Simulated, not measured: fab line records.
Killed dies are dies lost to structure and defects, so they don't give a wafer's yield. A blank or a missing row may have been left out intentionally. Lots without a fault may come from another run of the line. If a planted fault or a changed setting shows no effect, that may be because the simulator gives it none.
Chamber matching -- flow sky130 -- SKY_CONTACT_CMP_27 on cmp-01: 4 sister chambers
The step polishes, stops on SiO2, t overpolish 15 s, target thk 0 nm. 4 wafers are shown with their chamber, then 12 later ones without.

== EACH WAFER AND ITS CHAMBER ==
wafer,chamber,motor current A (A)
L088.4,3,11.9
L091.2,0,10.7
L091.3,2,10.1
L091.6,1,11.7

== WAFERS WITHOUT THEIR CHAMBER ==
wafer,motor current A (A)
L094.1,9.3
L094.3,12.2
L094.5,10.4
L095.2,10.3
L095.3,11.7
L095.5,10.1
L096.1,12.3
L096.2,12.5
L096.4,9.9
L097.1,9.7
L097.4,10.2
L097.5,10.2

== THE CHAMBER EACH PASSED THROUGH ==
wafer,from the rows above,in truth
L094.1,can't be placed: 2 or 0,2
L094.3,can't be placed: 3 or 1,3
L094.5,can't be placed: 0 or 2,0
L095.2,can't be placed: 2 or 0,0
L095.3,can't be placed: 1 or 3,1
L095.5,can't be placed: 2 or 0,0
L096.1,can't be placed: 3 or 1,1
L096.2,can't be placed: 3 or 1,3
L096.4,can't be placed: 2 or 0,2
L097.1,can't be placed: 2 or 0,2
L097.4,can't be placed: 2 or 0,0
L097.5,can't be placed: 2 or 0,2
Correctly placed: 0 of 12. These rows do not allow placing 12 (true chamber among the candidates in 12). Placed wrongly: 0.
How it was worked out, from the rows above alone: a wafer's distance from a chamber is the root of the sum, over the readings, of the square of ((its reading less the chamber's mean) divided by the reading's scatter). If the next closest chamber is less than 2 further off than the closest, the wafer can't be placed; otherwise it belongs to the closest. For every chamber, the mean is computed from those of its wafers that are shown. The scatter: root of mean squared gap, hidden wafer to nearest shown wafer, with one shown wafer a chamber.
